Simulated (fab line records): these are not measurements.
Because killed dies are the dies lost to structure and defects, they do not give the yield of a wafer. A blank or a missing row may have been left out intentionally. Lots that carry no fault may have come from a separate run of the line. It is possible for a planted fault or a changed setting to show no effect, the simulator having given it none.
What tool caused it?    flow sky130    33 wafers from 11 lots sampled at 5 of the route's 708 steps

## WHAT EACH GAUGE READ, for each wafer
SKY_VT_ADJUST_NCORE_OVL_MEAS_08.
lot   measured      on          VT_ADJUST_NCORE_OVL (nm)
L397  day 9 04:22   overlay-02  0.6 1.3 -0.6
L398  day 9 09:38   overlay-02  0.5 0.8 1.3
L399  day 9 16:19   overlay-01  -0.9 -0.1 -1.7
L403  day 10 20:57  overlay-02  1.2 2.3 2.6
L407  day 12 07:11  overlay-02  1.3 1.3 1.0
L412  day 13 20:28  overlay-01  1.5 0.9 -0.4
L413  day 14 02:34  overlay-02  -0.9 -0.8 2.4
L415  day 14 13:24  overlay-02  2.6 2.6 1.6
L417  day 15 03:43  overlay-01  0.1 -0.9 -3.4
L418  day 15 09:52  overlay-01  -1.1 0.4 -2.5
L419  day 15 16:13  overlay-02  3.0 2.3 2.8

## WHICH TOOL RAN EACH LOT (tool, then ch and the chambers of the sampled wafers, then the start)
lot   SKY_FIELD_ISO_ETCH_15              SKY_FIELD_ISO_CMP_27          SKY_VT_ADJUST_LVTN_COAT_02         SKY_VT_ADJUST_LVTN_STRIP_09
L397  rie-diel-03 ch 0,1,2, day 2 10:31  cmp-02 ch 0,1,3, day 2 17:39  litho-track-03 ch 0, day 6 23:43   plasma-asher-02 ch 1, day 7 10:24
L398  rie-diel-04 ch 0,2,3, day 2 14:56  cmp-02 ch 0,1, day 2 21:30    litho-track-01 ch 0, day 7 03:21   plasma-asher-02 ch 0,1, day 7 13:55
L399  rie-diel-04 ch 2,3, day 2 21:10    cmp-01 ch 1,2,3, day 3 00:34  litho-track-03 ch 0, day 7 10:49   plasma-asher-02 ch 0, day 7 21:08
L403  rie-diel-01 ch 0,2, day 3 18:53    cmp-02 ch 0,2,3, day 3 23:58  litho-track-03 ch 0, day 8 10:13   plasma-asher-04 ch 0,1, day 8 22:08
L407  rie-diel-03 ch 1,3, day 4 13:50    cmp-02 ch 0,2,3, day 4 22:32  litho-track-03 ch 0, day 9 19:07   plasma-asher-03 ch 0,1, day 10 07:08
L412  rie-diel-04 ch 1,2, day 5 18:02    cmp-02 ch 1,2, day 6 00:05    litho-track-01 ch 0, day 11 03:19  plasma-asher-04 ch 0,1, day 11 15:36
L413  rie-diel-03 ch 0,2,3, day 5 23:20  cmp-02 ch 0,1,3, day 6 04:30  litho-track-02 ch 0, day 11 08:53  plasma-asher-03 ch 0,1, day 11 21:36
L415  rie-diel-04 ch 0,2, day 6 09:45    cmp-01 ch 0,1,3, day 6 13:35  litho-track-01 ch 0, day 11 17:57  plasma-asher-04 ch 0,1, day 12 07:09
L417  rie-diel-04 ch 0,1,2, day 6 19:11  cmp-02 ch 0,2,3, day 6 23:09  litho-track-02 ch 0, day 12 06:29  plasma-asher-02 ch 0,1, day 12 19:22
L418  rie-diel-01 ch 1,2,3, day 6 23:29  cmp-01 ch 0,1,3, day 7 04:09  litho-track-02 ch 0, day 12 13:18  plasma-asher-02 ch 0,1, day 13 01:53
L419  rie-diel-03 ch 0,1, day 7 04:11    cmp-01 ch 0,1,3, day 7 07:38  litho-track-03 ch 0, day 12 16:53  plasma-asher-04 ch 0,1, day 13 07:02
- SKY_FIELD_ISO_ETCH_15: etches the open film in CHF3/O2, stops on Si, target depth 180 nm, time 72 s.
- SKY_FIELD_ISO_CMP_27: polishes, stops on Si3N4, t overpolish 16 s, target thk 457.8 nm.
- SKY_VT_ADJUST_LVTN_COAT_02: resist thk 3000 nm.
- SKY_VT_ADJUST_LVTN_STRIP_09: strips in O2/N2.

## AS READ BY THE TOOLS THEMSELVES (means over the sampled wafers that have a number; for cases with no such wafer, the mark the record gives instead)
SKY_FIELD_ISO_ETCH_15.
lot   tool         bias-w (W)  drypump-motor-current-A (A)  oes-product-au (a.u.)  throttle-valve-pct (%)
L397  rie-diel-03  200.0       5.7                          0.947                  8.854
L398  rie-diel-04  199.4       6.1                          0.956                  8.847
L399  rie-diel-04  199.8       6.0                          0.956                  8.853
L403  rie-diel-01  199.6       6.1                          0.942                  8.853
L407  rie-diel-03  199.8       5.2                          0.944                  8.848
L412  rie-diel-04  200.5       6.5                          0.948                  8.833
L413  rie-diel-03  200.4       5.6                          0.946                  8.837
L415  rie-diel-04  199.9       6.6                          0.952                  8.846
L417  rie-diel-04  200.4       6.6                          0.947                  8.846
L418  rie-diel-01  200.4       6.1                          0.938                  8.846
L419  rie-diel-03  198.7       5.9                          0.949                  8.847

SKY_FIELD_ISO_CMP_27.
lot   tool    head-pressure-psi (psi)  motor-current-A (A)  overpolish-run-s (s)  time-to-endpoint-s (s)
L397  cmp-02  4.003                    13.0                 16.000                111
L398  cmp-02  4.002                    13.5                 15.998                114
L399  cmp-01  4.007                    11.8                 16.001                112
L403  cmp-02  4.007                    12.4                 16.006                114
L407  cmp-02  3.994                    12.2                 16.005                106
L412  cmp-02  4.010                    12.8                 16.003                106
L413  cmp-02  3.991                    13.5                 15.997                111
L415  cmp-01  3.998                    11.2                 16.003                108
L417  cmp-02  4.000                    12.8                 15.992                107
L418  cmp-01  3.991                    11.5                 16.005                109
L419  cmp-01  3.999                    11.6                 16.000                113

SKY_VT_ADJUST_LVTN_COAT_02.
lot   tool            spin-speed-rpm (rpm)
L397  litho-track-03  1999.8
L398  litho-track-01  1999.2
L399  litho-track-03  1999.1
L403  litho-track-03  2000.9
L407  litho-track-03  1999.7
L412  litho-track-01  1999.2
L413  litho-track-02  2000.4
L415  litho-track-01  2001.2
L417  litho-track-02  1999.5
L418  litho-track-02  2000.6
L419  litho-track-03  2000.1

SKY_VT_ADJUST_LVTN_STRIP_09.
lot   tool             drypump-motor-current-A (A)  oes-product-au (a.u.)  strip-time-to-endpoint-s (s)
L397  plasma-asher-02  4.7                          0.725                  36.80
L398  plasma-asher-02  5.7                          0.720                  37.14
L399  plasma-asher-02  6.2                          0.724                  37.07
L403  plasma-asher-04  6.1                          0.725                  38.02
L407  plasma-asher-03  5.8                          0.715                  38.11
L412  plasma-asher-04  6.3                          0.719                  36.84
L413  plasma-asher-03  6.0                          0.728                  36.89
L415  plasma-asher-04  6.3                          0.724                  36.93
L417  plasma-asher-02  5.2                          0.722                  36.84
L418  plasma-asher-02  5.7                          0.718                  37.04
L419  plasma-asher-04  6.3                          0.722                  36.84

## THE ANSWER, worked out from the rows above alone
Rule: what is usual is taken from the lots themselves. The widest of any qualifying gaps counts: lots, ordered by their means at a reading, are off when they make up no more than a third of the lots, leave a main group of 4 or more, and stand apart from it by 3 or more times the standard deviation of that group's means. The tables above print the reading to a certain number of digits; a main group whose means all agree to those digits is not used. Also off: a lot with no number at a reading for which 4 or more lots have one. All remaining lots with rows at the step are treated as sound. First the gauges in route order, then the tools' own readings, where a lot's mean is used as printed above. At the first step where some lot is off, the reading lying furthest off is the one used; lots without a number count as furthest.
Off: L403, L407, at SKY_VT_ADJUST_LVTN_STRIP_09 (strip-time-to-endpoint-s). For the main group the mean is 36.93 s and the standard deviation 0.11.
If a tool, at that step or one of the process steps before it, ran each lot that is off and ran no sound lot following the first of them, it fits. No candidate that was tried fits.

## WHAT THE SIMULATOR PUT IN
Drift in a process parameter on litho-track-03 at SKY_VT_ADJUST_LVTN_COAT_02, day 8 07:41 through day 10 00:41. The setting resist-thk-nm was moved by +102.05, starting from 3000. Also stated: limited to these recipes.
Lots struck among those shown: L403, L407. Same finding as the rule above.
